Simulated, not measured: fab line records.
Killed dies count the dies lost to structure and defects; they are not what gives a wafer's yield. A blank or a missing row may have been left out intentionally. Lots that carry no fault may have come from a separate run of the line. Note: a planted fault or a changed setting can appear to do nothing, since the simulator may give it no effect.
Which of the tools did it? + flow sky130 + 15 lots, 45 wafers sampled, at 3 steps of a route of 708

WHAT THE GAUGES READ, wafer by wafer
SKY_METAL1_CD_MEAS_15 targets a cd of 140 nm. Usual: cd-nm at 140.2 nm, with a standard deviation of 1.5.
| lot  | measured     | on        | cd-nm (nm)        | flag |
|------|--------------|-----------|-------------------|------|
| L601 | day 32 06:07 | cd-sem-02 | 137.8 137.6 138.6 |      |
| L602 | day 32 20:45 | cd-sem-01 | 141.9 141.5 142.5 |      |
| L604 | day 34 23:08 | cd-sem-02 | 138.3 138.2 138.1 |      |
| L605 | day 35 00:26 | cd-sem-02 | 140.5 140.8 139.3 |      |
| L608 | day 35 02:49 | cd-sem-01 | 141.8 140.9 141.7 |      |
| L606 | day 35 04:52 | cd-sem-02 | 139.3 139.3 139.0 |      |
| L610 | day 35 15:44 | cd-sem-02 | 141.0 138.6 140.3 |      |
| L609 | day 35 17:35 | cd-sem-02 | 140.3 139.5 140.0 |      |
| L612 | day 36 05:14 | cd-sem-01 | 138.5 138.2 138.9 |      |
| L613 | day 36 11:08 | cd-sem-02 | 140.6 139.7 140.5 |      |
| L614 | day 36 14:52 | cd-sem-01 | 138.4 139.1 138.2 |      |
| L615 | day 37 02:48 | cd-sem-02 | 142.2 143.0 142.1 |      |
| L619 | day 38 17:34 | cd-sem-02 | 140.4 140.9 140.8 |      |
| L623 | day 39 16:10 | cd-sem-01 | 142.1 141.5 139.7 |      |
| L624 | day 39 20:38 | cd-sem-01 | 139.6 139.1 139.1 |      |

EACH LOT AND THE TOOL THAT RAN IT (in order: tool; ch and the chambers of the sampled wafers; start)
| lot  | SKY_CONTACT_ETCH_16                | SKY_METAL1_SPUTTER_00        |
|------|------------------------------------|------------------------------|
| L601 | rie-diel-02 ch 0,2,3, day 31 01:01 | pvd-sputter-01, day 31 02:23 |
| L602 | rie-diel-03 ch 0,1,2, day 31 16:19 | pvd-sputter-03, day 31 17:41 |
| L604 | rie-diel-03 ch 0,1, day 33 17:56   | pvd-sputter-04, day 33 19:39 |
| L605 | rie-diel-01 ch 0,1,3, day 33 20:07 | pvd-sputter-03, day 33 21:29 |
| L608 | rie-diel-02 ch 2,3, day 33 22:43   | pvd-sputter-01, day 34 00:05 |
| L606 | rie-diel-01 ch 1,3, day 33 23:44   | pvd-sputter-03, day 34 01:07 |
| L610 | rie-diel-03 ch 1,2, day 34 11:20   | pvd-sputter-04, day 34 13:41 |
| L609 | rie-diel-02 ch 2,3, day 34 13:13   | pvd-sputter-03, day 34 14:37 |
| L612 | rie-diel-01 ch 1,3, day 35 01:43   | pvd-sputter-03, day 35 03:20 |
| L613 | rie-diel-03 ch 1,2, day 35 07:37   | pvd-sputter-01, day 35 08:59 |
| L614 | rie-diel-01 ch 1,3, day 35 11:04   | pvd-sputter-01, day 35 12:26 |
| L615 | rie-diel-02 ch 0,2, day 35 23:11   | pvd-sputter-01, day 36 00:34 |
| L619 | rie-diel-03 ch 0,2,3, day 37 13:11 | pvd-sputter-01, day 37 14:36 |
| L623 | rie-diel-02 ch 1,2, day 38 14:07   | pvd-sputter-04, day 38 15:29 |
| L624 | rie-diel-03 ch 0,2,3, day 38 18:41 | pvd-sputter-04, day 38 20:07 |
- SKY_CONTACT_ETCH_16: etches BARC in N2/H2, stops on SiO2, time 45.9 s, target depth 60 nm.
- SKY_METAL1_SPUTTER_00: material Ti, target thk 15 nm, time 10 s.

AS READ BY THE TOOLS THEMSELVES (means over the sampled wafers that have a number; for cases with no such wafer, the mark the record gives instead)
SKY_CONTACT_ETCH_16. Usual: drypump-motor-current-A 5.8 A, standard deviation 0.39; oes-product-au 0.854 a.u., standard deviation 0.0046; throttle-valve-pct 13.225 %, standard deviation 0.0089.
| lot  | tool        | drypump-motor-current-A (A) | oes-product-au (a.u.) | throttle-valve-pct (%) | flag |
|------|-------------|-----------------------------|-----------------------|------------------------|------|
| L601 | rie-diel-02 | 5.6                         | 0.853                 | 13.230                 |      |
| L602 | rie-diel-03 | 6.0                         | 0.855                 | 13.219                 |      |
| L604 | rie-diel-03 | 6.2                         | 0.852                 | 13.229                 |      |
| L605 | rie-diel-01 | 6.0                         | 0.859                 | 13.226                 |      |
| L608 | rie-diel-02 | 5.6                         | 0.857                 | 13.222                 |      |
| L606 | rie-diel-01 | 6.2                         | 0.856                 | 13.233                 |      |
| L610 | rie-diel-03 | 5.8                         | 0.854                 | 13.225                 |      |
| L609 | rie-diel-02 | 5.6                         | 0.851                 | 13.226                 |      |
| L612 | rie-diel-01 | 6.2                         | 0.854                 | 13.222                 |      |
| L613 | rie-diel-03 | 5.8                         | 0.856                 | 13.229                 |      |
| L614 | rie-diel-01 | 6.1                         | 0.852                 | 13.228                 |      |
| L615 | rie-diel-02 | 5.7                         | 0.852                 | 13.229                 |      |
| L619 | rie-diel-03 | 6.1                         | 0.857                 | 13.223                 |      |
| L623 | rie-diel-02 | 5.6                         | 0.856                 | 13.226                 |      |
| L624 | rie-diel-03 | 6.1                         | 0.852                 | 13.227                 |      |

SKY_METAL1_SPUTTER_00. Usual: chamber-pressure-pa 0.4002 Pa, standard deviation 0.00068; throttle-valve-pct 29.8 %, standard deviation 1.1.
| lot  | tool           | chamber-pressure-pa (Pa) | throttle-valve-pct (%) | flag |
|------|----------------|--------------------------|------------------------|------|
| L601 | pvd-sputter-01 | 0.4004                   | 29.9                   |      |
| L602 | pvd-sputter-03 | 0.4009                   | 28.9                   |      |
| L604 | pvd-sputter-04 | 0.4005                   | 30.7                   |      |
| L605 | pvd-sputter-03 | 0.3997                   | 29.6                   |      |
| L608 | pvd-sputter-01 | 0.4001                   | 29.4                   |      |
| L606 | pvd-sputter-03 | 0.4001                   | 28.9                   |      |
| L610 | pvd-sputter-04 | 0.4002                   | 30.8                   |      |
| L609 | pvd-sputter-03 | 0.4001                   | 28.9                   |      |
| L612 | pvd-sputter-03 | 0.4006                   | 29.1                   |      |
| L613 | pvd-sputter-01 | 0.4002                   | 30.0                   |      |
| L614 | pvd-sputter-01 | 0.3996                   | 29.9                   |      |
| L615 | pvd-sputter-01 | 0.4001                   | 29.1                   |      |
| L619 | pvd-sputter-01 | 0.4000                   | 28.9                   |      |
| L623 | pvd-sputter-04 | 0.4001                   | 30.3                   |      |
| L624 | pvd-sputter-04 | 0.4005                   | 30.6                   |      |

THE ANSWER, worked out from the rows above alone
Rule: take the mean of a lot's wafers that have a number; if it is more than 3 standard deviations from the usual mean, the lot is off. Also off: a lot with no number at a reading for which 4 or more lots have one. All remaining lots with rows at the step are treated as sound. The gauges are gone through in route order, then the tools' own readings, and for those a lot's mean is taken as printed above. The first step at which some lot is off is used, and at that step the reading that is off furthest; a lot without a number counts as furthest.
None of the lots is off at any reading shown; this tells nothing.

WHAT HAD BEEN PUT IN BY THE SIMULATOR
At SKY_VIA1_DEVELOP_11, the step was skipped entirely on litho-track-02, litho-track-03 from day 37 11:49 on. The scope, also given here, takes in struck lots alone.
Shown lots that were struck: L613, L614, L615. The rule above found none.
